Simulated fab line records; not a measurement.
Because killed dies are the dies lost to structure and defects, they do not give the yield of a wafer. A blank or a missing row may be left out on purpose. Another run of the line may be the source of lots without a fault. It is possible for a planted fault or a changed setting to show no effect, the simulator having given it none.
Which tool is to blame?	flow gf180mcu	39 wafers from 13 lots sampled at 4 of the route's 602 steps

== WHAT EACH GAUGE READ, for each wafer ==
GF_CONTACT_THK_MEAS_03.
lot	measured	on	CONTACT_CVD_02_THK (nm)
L331	day 15 22:49	filmMetro-04	875 879 884
L332	day 16 01:43	filmMetro-02	863 880 876
L333	day 16 19:53	filmMetro-04	860 865 878
L335	day 17 07:57	filmMetro-01	863 873 862
L334	day 17 10:31	filmMetro-02	851 862 878
L340	day 19 06:13	filmMetro-01	852 870 873
L345	day 20 22:24	filmMetro-04	860 868 872
L346	day 21 06:09	filmMetro-02	856 863 882
L347	day 21 18:30	filmMetro-04	849 887 869
L348	day 21 23:32	filmMetro-04	856 879 879
L349	day 22 05:31	filmMetro-01	861 877 864
L351	day 22 21:52	filmMetro-04	856 883 856
L352	day 23 06:23	filmMetro-04	859 856 878

GF_CONTACT_CD_MEAS_14: target cd 220 nm.
lot	measured	on	cdNm (nm)
L331	day 16 21:32	cdSem-02	219.8 217.9 218.9
L332	day 17 00:26	cdSem-02	220.5 219.7 219.8
L333	day 17 19:17	cdSem-01	220.8 221.7 220.9
L335	day 18 07:55	cdSem-02	219.4 218.6 220.2
L334	day 18 09:57	cdSem-01	220.1 219.4 218.1
L340	day 20 07:11	cdSem-01	222.5 221.3 220.8
L345	day 21 23:01	cdSem-02	222.0 223.1 223.2
L346	day 22 06:19	cdSem-02	226.0 225.4 225.9 226.5 225.7 225.6
L347	day 22 18:14	cdSem-02	221.8 222.0 221.3
L348	day 22 23:23	cdSem-01	220.6 220.4 220.1
L349	day 23 05:28	cdSem-01	216.9 217.0 218.9
L351	day 23 21:10	cdSem-01	219.4 218.3 219.8
L352	day 24 04:49	cdSem-02	218.4 219.8 219.5

== TOOL THAT RAN EACH LOT (tool first, then ch and the chambers of the sampled wafers, then the start) ==
lot	GF_PSD_RTA_13	GF_CONTACT_PEB_12
L331	rtpAnneal-01 ch 0, day 14 23:50	lithoTrack-01 ch 0, day 16 21:11
L332	rtpAnneal-02 ch 0, day 15 02:45	lithoTrack-03 ch 0, day 17 00:06
L333	rtpAnneal-01 ch 0, day 15 19:33	lithoTrack-03 ch 0, day 17 18:56
L335	rtpAnneal-01 ch 0, day 16 08:54	lithoTrack-01 ch 0, day 18 07:34
L334	rtpAnneal-02 ch 0, day 16 10:42	lithoTrack-01 ch 0, day 18 09:37
L340	rtpAnneal-02 ch 0, day 18 04:35	lithoTrack-04 ch 0, day 20 06:52
L345	rtpAnneal-01 ch 0, day 19 20:25	lithoTrack-01 ch 0, day 21 22:40
L346	rtpAnneal-02 ch 0, day 20 04:11	lithoTrack-01 ch 0, day 22 05:58
L347	rtpAnneal-02 ch 0, day 20 17:02	lithoTrack-04 ch 0, day 22 17:55
L348	rtpAnneal-01 ch 0, day 20 22:05	lithoTrack-04 ch 0, day 22 23:04
L349	rtpAnneal-02 ch 0, day 21 04:52	lithoTrack-04 ch 0, day 23 05:09
L351	rtpAnneal-01 ch 0, day 21 21:17	lithoTrack-03 ch 0, day 23 20:51
L352	rtpAnneal-02 ch 0, day 22 05:43	lithoTrack-04 ch 0, day 24 04:29
- GF_PSD_RTA_13: time 20 s.
- GF_CONTACT_PEB_12: peb time 90 s.

== WHAT THE TOOLS THEMSELVES READ (means of the sampled wafers that have a number; where no wafer has one, the mark that the record gives instead) ==
GF_PSD_RTA_13.
lot	tool	lampPowerPct (%)	wafer_temp_C_max
L331	rtpAnneal-01	38	1032.6
L332	rtpAnneal-02	31	1033.3
L333	rtpAnneal-01	38	1034.9
L335	rtpAnneal-01	38	1034.6
L334	rtpAnneal-02	31	1031.9
L340	rtpAnneal-02	31	1033.1
L345	rtpAnneal-01	38	1033.8
L346	rtpAnneal-02	31	1032.6
L347	rtpAnneal-02	31	1032.2
L348	rtpAnneal-01	38	1034.7
L349	rtpAnneal-02	31	1032.4
L351	rtpAnneal-01	38	1034.8
L352	rtpAnneal-02	31	1031.6

GF_CONTACT_PEB_12.
lot	tool	heaterPowerTotalW (W)	plateTempC (C)
L331	lithoTrack-01	85.72	134.96
L332	lithoTrack-03	85.70	134.90
L333	lithoTrack-03	85.71	135.07
L335	lithoTrack-01	85.66	135.22
L334	lithoTrack-01	85.67	134.84
L340	lithoTrack-04	85.72	134.87
L345	lithoTrack-01	86.72	136.13
L346	lithoTrack-01	86.77	136.20
L347	lithoTrack-04	85.65	135.11
L348	lithoTrack-04	85.63	134.89
L349	lithoTrack-04	85.69	135.05
L351	lithoTrack-03	85.73	135.02
L352	lithoTrack-04	85.68	134.89

== THE ANSWER, worked out from the rows above alone ==
Rule: the lots themselves supply what counts as usual. The widest of any qualifying gaps counts: lots, ordered by their means at a reading, are off when they make up no more than a third of the lots, leave a main group of 4 or more, and stand apart from it by 3 or more times the standard deviation of that group's means. If all means in a main group match to the digits the tables above print for the reading, that group is not used. A lot without any number at a reading at which 4 lots or more have one is off too. The other lots that the step has rows for count as sound. After the gauges, taken in route order, come the tools' own readings; for these a lot's mean is taken, as printed above. At the first step where some lot is off, the reading lying furthest off is the one used; lots without a number count as furthest.
Off: L345, L346 (GF_CONTACT_PEB_12, heaterPowerTotalW). The main group has a mean of 85.69 W with a standard deviation of 0.031.
If a tool, at that step or one of the process steps before it, ran each lot that is off and ran no sound lot following the first of them, it fits. One fits: lithoTrack-01 at GF_CONTACT_PEB_12. Its last sound lot is L334 (day 18 09:37), its first lot that is off L345 (day 21 22:40): a fault that began between those two fits.
The tool's own readings at GF_CONTACT_PEB_12 bear it out: on the lots that are off they differ by more than 5 times the standard deviation of the sound lots' means. heaterPowerTotalW reads 86.75 W there against 85.69 W on the sound lots; plateTempC reads 136.16 C there against 134.98 C on the sound lots.

== WHAT THE SIMULATOR HAD PUT IN ==
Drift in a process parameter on lithoTrack-01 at GF_CONTACT_PEB_12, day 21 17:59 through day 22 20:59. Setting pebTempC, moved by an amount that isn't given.
Lots struck among those shown: L345, L346. Same finding as the rule above.
